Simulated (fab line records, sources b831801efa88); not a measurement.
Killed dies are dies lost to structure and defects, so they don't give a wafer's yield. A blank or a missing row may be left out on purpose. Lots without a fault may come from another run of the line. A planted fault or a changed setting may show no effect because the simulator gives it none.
A struck lot beside a sound one | flow sfq_line | 18 steps out of a route of 325
Sound: wafers L590.2, L590.4, L590.6. Struck: wafers L588.3, L588.4, L588.6. The cause comes at the end.
At each step with rows: each side's tool, then ch and its chambers, then its first start. Under that, the readings that differ: sound wafers | struck wafers | difference of the means | sigmas: that difference in standard deviations of wafers without a fault.
alike: readings whose means differ by less than 2 such deviations, and words and numbers that are the same on both sides. not compared: withheld readings, readings that some wafer has no value for, bounds like >300 that may hide the same value, and numbers for which the record gives no deviation and whose values overlap.
The two part at a step that has a row with sigmas, a row that says differs or no value, or rows on one side only. Numbers that don't overlap but have no deviation are shown without sigmas and don't part them. A reading that every wafer of one side lacks parts them only if that side has two wafers or more.

SFQ_I6_OVL_MEAS_942:
  sound on overlay-01, day 73 23:55; struck on overlay-01, day 69 21:50
  reading     | sound  | struck    | difference | sigmas
  I6_OVL (nm) | 5 4 12 | -1 -16 -9 | -16        | -3
SFQ_TRILAYER_I6_VIA_BARC_OPEN_VIA_ETCH_235: etches BARC in O2, target depth 125 nm, time 41.7 s.
  sound on rie_diel-01 ch 1,2, day 73 23:56; struck on rie_diel-04 ch 0,2, day 69 21:53
  alike: drypump_motor_current_A, oes_product_au
  not compared: rf_hours_counter_h
SFQ_TRILAYER_I6_VIA_ETCH_VIA_ETCH_172: etches SiO2 in CHF3, stops on Nb, target depth 260 nm.
  sound on rie_diel-01 ch 1,2, day 73 23:59; struck on rie_diel-04 ch 0,2, day 69 21:59
  alike: drypump_motor_current_A, oes_product_au
SFQ_TRILAYER_I6_VIA_STRIP_STRIP_173: strips in O2.
  sound on rie_metal-02 ch 0,1, day 74 00:05; struck on rie_metal-01 ch 0,1, day 69 22:18
  alike: drypump_motor_current_A, oes_product_au
  not compared: rf_hours_counter_h
then, 2 steps without rows for these wafers: SFQ_TRILAYER_I6_VIA_STRIP_SOLV_CLEAN_174 (cleans in NMP, time 600 s); SFQ_TRILAYER_M7_DEP_PRE_CLEAN_176 (time 22.5 s).
SFQ_TRILAYER_M7_DEP_SPUTTER_175: material Nb, target thk 200 nm, time 133.3 s.
  sound on pvd_sputter-05, day 74 00:53; struck on pvd_sputter-05, day 69 22:54
  alike: throttle_valve_pct
SFQ_M7_RS_MEAS_943: measures by four-point-probe.
  sound on film_metro-03, day 74 01:00; struck on film_metro-04, day 69 23:02
  alike: M7_NB_RS
then, 3 steps without rows for these wafers: SFQ_TRILAYER_M7_LITHO_COAT_182 (resist thk 62 nm); SFQ_TRILAYER_M7_LITHO_COAT_177 (resist thk 600 nm); SFQ_TRILAYER_M7_LITHO_SOFTBAKE_181.
SFQ_TRILAYER_M7_LITHO_EXPOSE_178: exposes mask M7, target cd 500 nm.
  sound on krf_scanner-01 ch 0, day 77 01:12; struck on krf_scanner-01 ch 0, day 70 00:19
  alike: mask, exposure_dose_mJ_cm2
then, 2 steps without rows for these wafers: SFQ_TRILAYER_M7_LITHO_PEB_180 (peb time 60 s); SFQ_TRILAYER_M7_LITHO_DEVELOP_179 (time 60 s).
SFQ_M7_OVL_MEAS_945:
  sound on overlay-02, day 77 02:30; struck on overlay-01, day 70 01:26
  alike: M7_OVL
SFQ_TRILAYER_M7_BARC_OPEN_METAL_ETCH_229: etches BARC in O2, target depth 125 nm, time 41.7 s.
  sound on rie_metal-04 ch 0,1, day 77 02:32; struck on rie_metal-04 ch 0,1, day 70 01:29
  reading               | sound             | struck            | difference | sigmas
  oes_product_au (a.u.) | 0.668 0.683 0.682 | 0.689 0.685 0.692 | +0.011     | +2
  model.M7.cd_nm (nm)   | 502.7 501.2 501.6 | 496.3 495 497.7   | -5.5       |
  alike: drypump_motor_current_A
  not compared: rf_hours_counter_h
SFQ_TRILAYER_M7_ETCH_METAL_ETCH_180: etches Nb in Cl2/Ar, stops on SiO2, target depth 240 nm, time 120 s.
  sound on rie_metal-04 ch 0,1, day 77 02:35; struck on rie_metal-04 ch 0,1, day 70 01:34
  reading             | sound             | struck            | difference | sigmas
  model.M7.cd_nm (nm) | 504.9 502.8 504.4 | 496.9 496.6 497.8 | -6.9       |
  alike: drypump_motor_current_A, oes_product_au
  not compared: rf_hours_counter_h
SFQ_TRILAYER_M7_STRIP_STRIP_181: strips in O2.
  sound on rie_metal-04 ch 0,1, day 77 02:43; struck on rie_metal-04 ch 0,1, day 70 01:50
  alike: drypump_motor_current_A, oes_product_au
  not compared: rf_hours_counter_h

WHERE THEY PART
First at SFQ_I6_OVL_MEAS_942; last, within this record, at SFQ_TRILAYER_M7_BARC_OPEN_METAL_ETCH_229. Later steps at which nothing parts them and some readings are alike: SFQ_TRILAYER_M7_ETCH_METAL_ETCH_180, SFQ_TRILAYER_M7_STRIP_STRIP_181.

WHY: what the simulator had put in
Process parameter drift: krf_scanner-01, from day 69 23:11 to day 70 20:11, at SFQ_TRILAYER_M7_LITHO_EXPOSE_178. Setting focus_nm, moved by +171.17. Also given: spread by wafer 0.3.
